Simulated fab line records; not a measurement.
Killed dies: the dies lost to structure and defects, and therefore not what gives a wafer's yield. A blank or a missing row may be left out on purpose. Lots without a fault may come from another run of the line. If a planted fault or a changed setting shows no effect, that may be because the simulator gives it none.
Chamber matching + flow gf180mcu + 4 sister chambers for GF_V3_ETCH_16 on rie diel-01
The step etches BARC in N2/H2. 4 wafers are shown with their chamber, then 8 later ones without.

WAFERS WITH THEIR CHAMBER
| wafer  | chamber | drypump motor current A (A) |
|--------|---------|-----------------------------|
| L082.3 | 1       | 5.0                         |
| L082.4 | 2       | 6.1                         |
| L082.6 | 0       | 5.7                         |
| L086.1 | 3       | 5.8                         |

WAFERS WITHOUT THEIR CHAMBER
| wafer  | drypump motor current A (A) |
|--------|-----------------------------|
| L086.4 | 6.1                         |
| L086.5 | 5.0                         |
| L088.1 | 5.8                         |
| L088.2 | 6.2                         |
| L088.3 | 5.0                         |
| L092.2 | 5.8                         |
| L092.4 | 6.1                         |
| L092.6 | 6.1                         |

THE CHAMBER EACH PASSED THROUGH
| wafer  | from the rows above | in truth |
|--------|---------------------|----------|
| L086.4 | 2                   | 2        |
| L086.5 | 1                   | 1        |
| L088.1 | 3                   | 3        |
| L088.2 | 2                   | 2        |
| L088.3 | 1                   | 1        |
| L092.2 | 3                   | 3        |
| L092.4 | 2                   | 2        |
| L092.6 | 2                   | 2        |
Placed correctly: 8 of 8. Not placeable from these rows: 0. Wrongly placed: 0.
How it was worked out, from the rows above alone: a wafer's distance from a chamber is the root of the sum, over the readings, of the square of ((its reading less the chamber's mean) divided by the reading's scatter). If the next closest chamber is less than 2 further off than the closest, the wafer can't be placed; otherwise it belongs to the closest. The mean given for a chamber averages the wafers shown for that chamber. The scatter: root of mean squared gap, hidden wafer to nearest shown wafer, with one shown wafer a chamber.
